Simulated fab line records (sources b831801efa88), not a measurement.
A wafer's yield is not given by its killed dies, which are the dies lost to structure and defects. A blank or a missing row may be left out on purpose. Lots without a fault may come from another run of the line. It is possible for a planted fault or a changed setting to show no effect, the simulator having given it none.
fab line records | flow gf180mcu
record: lots: 11 | wafers: 33 | last-day: 33
route steps=602 shown STI@1 MVSD@76 HV_LDD@196 NSD@245
lots that met no fault: from a run of the same line without faults
start-h: hours from the record's opening day to when the first of the lot's shown wafers began | wait-h: hours since the lot's step before | " identical to the entry in the row above | L1.1+2: a row that stands for several wafers | - no value, or no start given | * or withheld: withheld | < > ~ a bound
route shown NAME@n: a module of which the file shows steps, and the number in the route of the first | usual: the fault-free wafers' mean and standard deviation | same: alike in all rows | chamber/n: place in a boat | sites: each site's reading | _std_site: the values' standard deviation | _edge_site: mean of outer sites minus mean of inner sites | radius-mm: how far each site lies from the wafer's centre | mask NAME#n: copy n | behind: the tool/chamber that last shaped the wafer | hold: why the lot was held/for how many hours/how that ended | device: the transistor (n, p or np) that didn't switch | end of line: the same wafers' tests at the end of the route | where a step has no rows: the recipe by itself | killed: dies that structure and defects cost at the first sort, which is not the same as the wafer's yield | map: a wafer's dies, x killed, . not, _ none there
set.NAME: setting as actually run; set.NAME@STEP: the setting as run at that earlier step | model.NAME: the simulator's own value behind a step, which no gauge read
one table for each step of the route and one row for each wafer, over a sample of lots
services: the hour from which a tool's chamber was out of use, counted from the record's first day as start-h (under 0 if before that day), plus the number of hours and why
== steps ==
step: GF_STI_BOW_MEAS_00
recipe: mode: bow
usual: INCOMING_BOW: -1/6.9
lot.wafer | tool          | chamber | start-h | wait-h | INCOMING_BOW[um]
L132.1    | film-metro-03 | -       | 10.00   | -      | 4
L132.3    | "             | -       | "       | "      | 3
L132.5    | "             | -       | "       | "      | -5
L133.3    | film-metro-03 | -       | 15.04   | -      | -1
L133.4    | "             | -       | "       | "      | -5
L133.5    | "             | -       | "       | "      | -17
L136.1    | film-metro-03 | -       | 30.00   | -      | -8
L136.3    | "             | -       | "       | "      | 2
L136.6    | "             | -       | "       | "      | -3
L137.1    | film-metro-02 | -       | 35.00   | -      | -10
L137.2    | "             | -       | "       | "      | 7
L137.5    | "             | -       | "       | "      | 2
L138.2    | film-metro-02 | -       | 40.02   | -      | -2
L138.3    | "             | -       | "       | "      | -11
L138.4    | "             | -       | "       | "      | 20
L139.1    | film-metro-02 | -       | 45.00   | -      | 9
L139.4    | "             | -       | "       | "      | -17
L139.5    | "             | -       | "       | "      | 5
L140.1    | film-metro-03 | -       | 50.00   | -      | -8
L140.2    | "             | -       | "       | "      | -6
L140.3    | "             | -       | "       | "      | -7
L142.3    | film-metro-04 | -       | 60.04   | -      | -3
L142.5    | "             | -       | "       | "      | 0
L142.6    | "             | -       | "       | "      | -5
L147.1    | film-metro-02 | -       | 85.00   | -      | -3
L147.5    | "             | -       | "       | "      | -3
L147.6    | "             | -       | "       | "      | -7
L149.1    | film-metro-04 | -       | 95.00   | -      | 4
L149.3    | "             | -       | "       | "      | -5
L149.6    | "             | -       | "       | "      | 0
L152.1    | film-metro-04 | -       | 110.00  | -      | -2
L152.4    | "             | -       | "       | "      | -5
L152.5    | "             | -       | "       | "      | 5
step: GF_MVSD_STRIP_10
recipe: chemistry: O2/N2 | power-w: 1400 | pressure-mtorr: 1500 | platen-temp-c: 250 | o2-flow-sccm: 3000 | n2-flow-sccm: 300 | overash-fraction: 0.5
usual: chamber-pressure-mTorr: 1500.0/1.4 | drypump-motor-current-A: 6.0/0.34 | heater-power-w: 308/30 | n2-flow-sccm: 300.0/0.85 | oes-product-au: 0.723/0.0046 | strip-time-to-endpoint-s: 36.93/0.1
same: overash-fraction: 0.5
lot.wafer | tool            | chamber | start-h | wait-h | chamber-pressure-mTorr | drypump-motor-current-A | heater-power-w | n2-flow-sccm | oes-product-au | rf-hours-counter-h | strip-time-to-endpoint-s
L132.1    | plasma-asher-04 | 1       | 83.64   | 0.1    | 1500.2                 | 5.3                     | 291            | 301.3        | 0.724          | 41                 | 36.83
L132.3    | "               | 1       | "       | "      | 1501.5                 | 5.3                     | 295            | 300.9        | 0.725          | -                  | 36.87
L132.5    | "               | 0       | "       | "      | 1499.2                 | 6.4                     | 365            | 299.0        | 0.722          | -                  | 36.91
L133.3    | plasma-asher-03 | 0       | 87.57   | 0.1    | 1501.6                 | 6.2                     | 271            | 299.7        | 0.725          | -                  | 37.03
L133.4    | "               | 1       | "       | "      | 1500.8                 | 5.7                     | 302            | 298.3        | 0.725          | -                  | 37.09
L133.5    | "               | 1       | "       | "      | 1500.7                 | 5.7                     | 297            | 299.2        | 0.726          | -                  | 36.98
L136.1    | plasma-asher-04 | 0       | 104.34  | 0.1    | 1498.6                 | 6.4                     | 362            | 300.0        | 0.724          | 43                 | 36.90
L136.3    | "               | 0       | "       | "      | 1498.1                 | 6.4                     | 355            | 300.3        | 0.721          | -                  | 36.74
L136.6    | "               | 0       | "       | "      | 1500.5                 | 6.4                     | 356            | 299.8        | 0.719          | -                  | 36.79
L137.1    | plasma-asher-01 | 1       | 111.93  | 0.1    | 1499.5                 | 5.9                     | 299            | 301.2        | 0.726          | 46                 | 37.10
L137.2    | "               | 0       | "       | "      | 1497.4                 | 6.2                     | 328            | 300.1        | 0.723          | 46                 | 37.04
L137.5    | "               | 1       | "       | "      | 1500.0                 | 5.9                     | 297            | 299.5        | 0.715          | -                  | 37.11
L138.2    | plasma-asher-04 | 1       | 116.07  | 0.1    | 1500.9                 | 5.3                     | 297            | 298.9        | 0.723          | 45                 | 36.98
L138.3    | "               | 0       | "       | "      | 1501.2                 | 6.4                     | 367            | 301.6        | 0.726          | -                  | 37.01
L138.4    | "               | 1       | "       | "      | 1496.9                 | 5.3                     | 294            | 300.8        | 0.721          | -                  | 36.96
L139.1    | plasma-asher-01 | 0       | 123.89  | 0.1    | 1498.4                 | 6.2                     | 328            | 299.8        | 0.719          | 47                 | 36.90
L139.4    | "               | 0       | "       | "      | 1501.3                 | 6.2                     | 319            | 299.5        | 0.727          | -                  | 37.02
L139.5    | "               | 0       | "       | "      | 1498.4                 | 6.2                     | 330            | 298.3        | 0.724          | -                  | 37.00
L140.1    | plasma-asher-04 | 0       | 129.43  | 0.1    | 1498.7                 | 6.4                     | 358            | 300.3        | 0.723          | 46                 | 36.76
L140.2    | "               | 1       | "       | "      | 1498.7                 | 5.3                     | 298            | 299.4        | 0.724          | 46                 | 36.77
L140.3    | "               | 0       | "       | "      | 1501.2                 | 6.4                     | 367            | 300.5        | 0.726          | -                  | 36.69
L142.3    | plasma-asher-04 | 0       | 140.40  | 0.1    | 1498.4                 | 6.4                     | 363            | 300.4        | 0.729          | -                  | 36.89
L142.5    | "               | 0       | "       | "      | 1499.4                 | 6.4                     | 359            | 301.1        | 0.730          | -                  | 36.80
L142.6    | "               | 1       | "       | "      | 1501.1                 | 5.3                     | 296            | 299.7        | 0.716          | -                  | 36.83
L147.1    | plasma-asher-01 | 1       | 169.47  | 0.1    | 1500.2                 | 5.9                     | 295            | 300.8        | 0.714          | 52                 | 36.88
L147.5    | "               | 1       | "       | "      | 1499.6                 | 5.9                     | 298            | 300.9        | 0.727          | -                  | 36.83
L147.6    | "               | 0       | "       | "      | 1500.2                 | 6.3                     | 326            | 299.9        | 0.720          | -                  | 36.91
L149.1    | plasma-asher-01 | 0       | 182.52  | 0.1    | 1500.8                 | 6.2                     | 325            | 299.4        | 0.721          | 53                 | 36.94
L149.3    | "               | 0       | "       | "      | 1500.0                 | 6.2                     | 321            | 298.7        | 0.724          | -                  | 36.94
L149.6    | "               | 0       | "       | "      | 1499.5                 | 6.2                     | 330            | 300.0        | 0.724          | -                  | 36.95
L152.1    | plasma-asher-03 | 1       | 197.89  | 0.1    | 1500.9                 | 5.8                     | 323            | 300.8        | 0.724          | 8                  | 36.98
L152.4    | "               | 0       | "       | "      | 1499.2                 | 6.2                     | 263            | 297.6        | 0.728          | -                  | 36.93
L152.5    | "               | 0       | "       | "      | 1498.2                 | 6.2                     | 265            | 299.5        | 0.722          | -                  | 37.08
step: GF_HV_LDD_OVL_MEAS_20
usual: HV_LDD_01_OVL: 0.2/1.4
lot.wafer | tool       | chamber | start-h | wait-h | HV_LDD_01_OVL[nm]
L132.1    | overlay-02 | -       | 235.96  | 0.1    | 1.6
L132.3    | "          | -       | "       | "      | -1.3
L132.5    | "          | -       | "       | "      | 0.1
L133.3    | overlay-02 | -       | 241.71  | 0.1    | 1.4
L133.4    | "          | -       | "       | "      | 3.0
L133.5    | "          | -       | "       | "      | 0.8
L136.1    | overlay-02 | -       | 260.35  | 0.1    | -0.2
L136.3    | "          | -       | "       | "      | -2.1
L136.6    | "          | -       | "       | "      | 1.2
L137.1    | overlay-01 | -       | 271.06  | 0.1    | -0.2
L137.2    | "          | -       | "       | "      | 0.5
L137.5    | "          | -       | "       | "      | 1.0
L138.2    | overlay-02 | -       | 277.12  | 0.1    | -1.0
L138.3    | "          | -       | "       | "      | -0.9
L138.4    | "          | -       | "       | "      | -0.5
L139.1    | overlay-01 | -       | 285.69  | 0.1    | 0.2
L139.4    | "          | -       | "       | "      | 1.7
L139.5    | "          | -       | "       | "      | -0.8
L140.1    | overlay-02 | -       | 296.81  | 0.1    | 0.1
L140.2    | "          | -       | "       | "      | 0.4
L140.3    | "          | -       | "       | "      | 0.9
L142.3    | overlay-02 | -       | 310.81  | 0.1    | -1.5
L142.5    | "          | -       | "       | "      | 0.0
L142.6    | "          | -       | "       | "      | -0.5
L147.1    | overlay-01 | -       | 350.90  | 0.1    | -0.1
L147.5    | "          | -       | "       | "      | 1.1
L147.6    | "          | -       | "       | "      | 0.4
L149.1    | overlay-01 | -       | 359.66  | 0.1    | 0.8
L149.3    | "          | -       | "       | "      | 0.0
L149.6    | "          | -       | "       | "      | 0.5
L152.1    | overlay-02 | -       | 382.71  | 0.1    | 0.8
L152.4    | "          | -       | "       | "      | 0.4
L152.5    | "          | -       | "       | "      | 0.6
step: GF_NSD_IMPLANT_10
recipe: species: P | energy-kev: 40 | dose-cm2: 5e+14 | tilt-deg: 7
usual: dose-ions-cm2: 5e+14/5e+11
lot.wafer | tool         | chamber | start-h | wait-h | dose-ions-cm2
L132.1    | implanter-03 | 0       | 297.30  | 0.1    | 5e+14
L132.3    | "            | 0       | "       | "      | 4.998e+14
L132.5    | "            | 0       | "       | "      | 4.997e+14
L133.3    | implanter-04 | 0       | 304.95  | 0.1    | 4.996e+14
L133.4    | "            | 0       | "       | "      | 5.001e+14
L133.5    | "            | 0       | "       | "      | 5.003e+14
L136.1    | implanter-02 | 0       | 331.70  | 0.1    | 4.993e+14
L136.3    | "            | 0       | "       | "      | 4.997e+14
L136.6    | "            | 0       | "       | "      | 4.999e+14
L137.1    | implanter-04 | 0       | 334.74  | 0.1    | 5.002e+14
L137.2    | "            | 0       | "       | "      | 4.997e+14
L137.5    | "            | 0       | "       | "      | 5.006e+14
L138.2    | implanter-02 | 0       | 339.98  | 0.1    | 4.999e+14
L138.3    | "            | 0       | "       | "      | 5.001e+14
L138.4    | "            | 0       | "       | "      | 5.009e+14
L139.1    | implanter-03 | 0       | 357.59  | 0.1    | 5e+14
L139.4    | "            | 0       | "       | "      | 5.005e+14
L139.5    | "            | 0       | "       | "      | 5e+14
L140.1    | implanter-03 | 0       | 362.19  | 0.1    | 4.989e+14
L140.2    | "            | 0       | "       | "      | 4.992e+14
L140.3    | "            | 0       | "       | "      | 4.99e+14
L142.3    | implanter-02 | 0       | 382.03  | 0.1    | 4.997e+14
L142.5    | "            | 0       | "       | "      | 5e+14
L142.6    | "            | 0       | "       | "      | 5e+14
L142.3    | implanter-02 | 0       | 382.35  | 0.3    | 5.001e+14
L142.5    | "            | 0       | "       | "      | 5.008e+14
L142.6    | "            | 0       | "       | "      | 5e+14
L147.1    | implanter-02 | 0       | 421.63  | 0.1    | 4.997e+14
L147.5    | "            | 0       | "       | "      | 5.003e+14
L147.6    | "            | 0       | "       | "      | 5.002e+14
L147.1    | implanter-02 | 0       | 421.94  | 0.3    | 5.006e+14
L147.5    | "            | 0       | "       | "      | 5.004e+14
L147.6    | "            | 0       | "       | "      | 4.996e+14
L149.1    | implanter-04 | 0       | 433.43  | 0.1    | 5.006e+14
L149.3    | "            | 0       | "       | "      | 5.002e+14
L149.6    | "            | 0       | "       | "      | 5.001e+14
L152.1    | implanter-04 | 0       | 458.55  | 0.1    | 5.006e+14
L152.4    | "            | 0       | "       | "      | 5.008e+14
L152.5    | "            | 0       | "       | "      | 4.997e+14
step: GF_NSD_STRIP_11
recipe: chemistry: O2/N2 | power-w: 1400 | pressure-mtorr: 1500 | platen-temp-c: 250 | o2-flow-sccm: 3000 | n2-flow-sccm: 300 | overash-fraction: 0.5
usual: chamber-pressure-mTorr: 1499.9/1.4 | drypump-motor-current-A: 5.8/0.42 | heater-power-w: 320/24 | n2-flow-sccm: 300.0/0.95 | oes-product-au: 0.487/0.0041 | strip-time-to-endpoint-s: 22.96/0.035
same: overash-fraction: 0.5
lot.wafer | tool            | chamber | start-h | wait-h | chamber-pressure-mTorr | drypump-motor-current-A | heater-power-w | n2-flow-sccm | oes-product-au | rf-hours-counter-h | strip-time-to-endpoint-s
L132.1    | plasma-asher-01 | 1       | 297.45  | 0.1    | 1498.2                 | 5.9                     | 293            | 301.3        | 0.492          | 66                 | 22.95
L132.3    | "               | 1       | "       | "      | 1501.2                 | 5.9                     | 299            | 299.6        | 0.489          | -                  | 22.92
L132.5    | "               | 1       | "       | "      | 1500.1                 | 5.9                     | 296            | 300.3        | 0.475          | -                  | 22.94
L133.3    | plasma-asher-04 | 0       | 305.09  | 0.1    | 1499.7                 | 6.4                     | 354            | 299.8        | 0.490          | -                  | 22.89
L133.4    | "               | 1       | "       | "      | 1500.0                 | 5.3                     | 291            | 299.3        | 0.487          | -                  | 22.94
L133.5    | "               | 0       | "       | "      | 1499.3                 | 6.4                     | 367            | 299.8        | 0.491          | -                  | 22.88
L136.1    | plasma-asher-01 | 0       | 331.85  | 0.1    | 1501.5                 | 6.2                     | 334            | 300.0        | 0.481          | 69                 | 22.95
L136.3    | "               | 0       | "       | "      | 1500.0                 | 6.2                     | 326            | 300.4        | 0.488          | -                  | 22.90
L136.6    | "               | 0       | "       | "      | 1497.8                 | 6.2                     | 321            | 300.1        | 0.486          | -                  | 22.92
L137.1    | plasma-asher-04 | 0       | 334.89  | 0.1    | 1500.7                 | 6.4                     | 359            | 298.9        | 0.487          | 67                 | 22.97
L137.2    | "               | 1       | "       | "      | 1498.9                 | 5.3                     | 301            | 299.9        | 0.483          | 67                 | 23.02
L137.5    | "               | 1       | "       | "      | 1500.4                 | 5.3                     | 289            | 298.7        | 0.489          | -                  | 22.99
L138.2    | plasma-asher-02 | 1       | 340.10  | 0.1    | 1501.3                 | 5.4                     | 332            | 300.0        | 0.491          | 58                 | 22.90
L138.3    | "               | 1       | "       | "      | 1501.4                 | 5.4                     | 328            | 299.6        | 0.488          | -                  | 22.93
L138.4    | "               | 0       | "       | "      | 1499.2                 | 5.7                     | 305            | 301.3        | 0.484          | -                  | 22.96
L139.1    | plasma-asher-02 | 1       | 357.74  | 0.1    | 1500.3                 | 5.3                     | 325            | 302.3        | 0.489          | 59                 | 22.98
L139.4    | "               | 0       | "       | "      | 1500.1                 | 5.7                     | 307            | 300.1        | 0.489          | -                  | 22.96
L139.5    | "               | 1       | "       | "      | 1502.6                 | 5.4                     | 336            | 300.6        | 0.485          | -                  | 23.00
L140.1    | plasma-asher-01 | 1       | 362.34  | 0.1    | 1498.1                 | 5.9                     | 295            | 301.7        | 0.480          | 73                 | 23.01
L140.2    | "               | 0       | "       | "      | 1501.7                 | 6.2                     | 340            | 298.7        | 0.487          | 73                 | 23.02
L140.3    | "               | 1       | "       | "      | 1500.6                 | 5.9                     | 295            | 300.0        | 0.493          | -                  | 22.97
L142.3    | plasma-asher-01 | 0       | 382.63  | 0.3    | 1497.0                 | 6.2                     | 318            | 299.9        | 0.474          | -                  | 23.44
L142.5    | "               | 0       | "       | "      | 1500.2                 | 6.2                     | 331            | 299.2        | 0.486          | -                  | 23.45
L142.6    | "               | 1       | "       | "      | 1498.3                 | 5.9                     | 294            | 300.2        | 0.476          | -                  | 23.46
L147.1    | plasma-asher-04 | 1       | 422.13  | 0.2    | 1501.2                 | 5.3                     | 297            | 301.6        | 0.476          | 75                 | 23.44
L147.5    | "               | 0       | "       | "      | 1499.1                 | 6.4                     | 363            | 298.4        | 0.479          | -                  | 23.47
L147.6    | "               | 1       | "       | "      | 1499.5                 | 5.3                     | 292            | 298.6        | 0.483          | -                  | 23.42
L149.1    | plasma-asher-04 | 1       | 433.58  | 0.1    | 1501.7                 | 5.3                     | 290            | 300.7        | 0.494          | 77                 | 22.98
L149.3    | "               | 1       | "       | "      | 1501.8                 | 5.3                     | 292            | 300.6        | 0.495          | -                  | 22.99
L149.6    | "               | 0       | "       | "      | 1500.7                 | 6.4                     | 359            | 299.4        | 0.488          | -                  | 23.02
L152.1    | plasma-asher-02 | 0       | 458.70  | 0.1    | 1499.4                 | 5.7                     | 293            | 300.3        | 0.491          | 71                 | 22.98
L152.4    | "               | 1       | "       | "      | 1500.1                 | 5.4                     | 328            | 300.4        | 0.479          | -                  | 22.98
L152.5    | "               | 0       | "       | "      | 1499.7                 | 5.7                     | 305            | 299.5        | 0.489          | -                  | 22.98
step: GF_PSD_RS_MEAS_14
recipe: thk-meas-gauge: four-point-probe
usual: NSD_RS: 46.12/0.085
lot.wafer | tool          | chamber | start-h | wait-h | NSD_RS[ohm/sq]
L132.1    | film-metro-02 | -       | 318.97  | 0.1    | 46.04
L132.3    | "             | -       | "       | "      | 46.12
L132.5    | "             | -       | "       | "      | 46.17
L133.3    | film-metro-03 | -       | 331.04  | 0.1    | 46.24
L133.4    | "             | -       | "       | "      | 46.16
L133.5    | "             | -       | "       | "      | 46.05
L136.1    | film-metro-01 | -       | 353.65  | 0.1    | 46.09
L136.3    | "             | -       | "       | "      | 46.11
L136.6    | "             | -       | "       | "      | 46.09
L137.1    | film-metro-03 | -       | 357.83  | 0.1    | 46.07
L137.2    | "             | -       | "       | "      | 46.07
L137.5    | "             | -       | "       | "      | 45.96
L138.2    | film-metro-01 | -       | 362.70  | 0.1    | 46.10
L138.3    | "             | -       | "       | "      | 46.11
L138.4    | "             | -       | "       | "      | 46.12
L139.1    | film-metro-03 | -       | 380.42  | 0.1    | 45.92
L139.4    | "             | -       | "       | "      | 45.93
L139.5    | "             | -       | "       | "      | 45.88
L140.1    | film-metro-01 | -       | 385.48  | 0.1    | 46.08
L140.2    | "             | -       | "       | "      | 46.08
L140.3    | "             | -       | "       | "      | 46.06
L142.3    | film-metro-03 | -       | 405.81  | 0.1    | 40.86
L142.5    | "             | -       | "       | "      | 40.76
L142.6    | "             | -       | "       | "      | 40.81
L147.1    | film-metro-01 | -       | 445.98  | 0.1    | 40.68
L147.5    | "             | -       | "       | "      | 40.77
L147.6    | "             | -       | "       | "      | 40.77
L149.1    | film-metro-03 | -       | 458.18  | 0.1    | 46.12
L149.3    | "             | -       | "       | "      | 45.97
L149.6    | "             | -       | "       | "      | 46.05
L152.1    | film-metro-01 | -       | 483.78  | 0.1    | 46.01
L152.4    | "             | -       | "       | "      | 46.05
L152.5    | "             | -       | "       | "      | 46.02
== services ==
tool            | chamber | start-h | hours | kind
plasma-asher-01 | -       | 60.46   | 8.4   | repair
implanter-04    | -       | 73.75   | 3.3   | repair
implanter-03    | -       | 90.43   | 4.2   | repair
implanter-02    | -       | 137.60  | 2.0   | repair
plasma-asher-04 | -       | 190.49  | 6.7   | repair
plasma-asher-02 | -       | 194.82  | 6.0   | repair
plasma-asher-04 | -       | 197.32  | 4.5   | repair
implanter-03    | -       | 200.25  | 3.7   | repair
implanter-04    | -       | 224.22  | 4.0   | repair
implanter-02    | -       | 248.97  | 12.8  | repair
implanter-04    | -       | 263.51  | 2.6   | repair
implanter-02    | -       | 291.86  | 1.3   | repair
implanter-04    | -       | 309.30  | 3.7   | repair
implanter-02    | -       | 318.03  | 5.2   | pm
implanter-02    | -       | 353.47  | 3.8   | pm
implanter-04    | -       | 355.30  | 17.7  | repair
plasma-asher-04 | -       | 387.91  | 0.8   | repair
plasma-asher-01 | -       | 388.88  | 2.8   | pm
plasma-asher-01 | -       | 421.25  | 9.0   | pm
plasma-asher-01 | -       | 421.36  | 1.3   | repair
plasma-asher-01 | -       | 426.72  | 11.7  | repair
implanter-04    | -       | 437.94  | 8.4   | pm
plasma-asher-01 | -       | 440.83  | 0.7   | repair
implanter-04    | -       | 452.66  | 5.7   | pm
== key ==
first-sign: step: GF_NSD_IMPLANT_10 | reading: visit | direction: added
effect: step: GF_NSD_STRIP_11 | reading: strip-time-to-endpoint-s | direction: up | sigmas: 14 | usual: * | struck: *
effect: step: GF_PSD_RS_MEAS_14 | reading: NSD_RS | direction: down | sigmas: 63 | usual: 46.12 | struck: 40.78
met-at GF_NSD_IMPLANT_10
struck-lots L142,L147
tester-left-out L142,L147
not-acting-at GF_STI_BOW_MEAS_00,GF_MVSD_STRIP_10,GF_HV_LDD_OVL_MEAS_20
fault: kind: repeated-step-whole | tool: implanter-02,implanter-03,implanter-04 | chamber: - | onset-h: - | steps: GF_NSD_IMPLANT_10 | times: 1 | scope: struck-lots-only
tester-left-out: of these lots the tester's yield and bins aren't shown, on N5 and GAA mostly nor the transistor test; their killed dies are dies lost to structure and defects alone, not to doping, threshold or leakage, so they don't give the yield
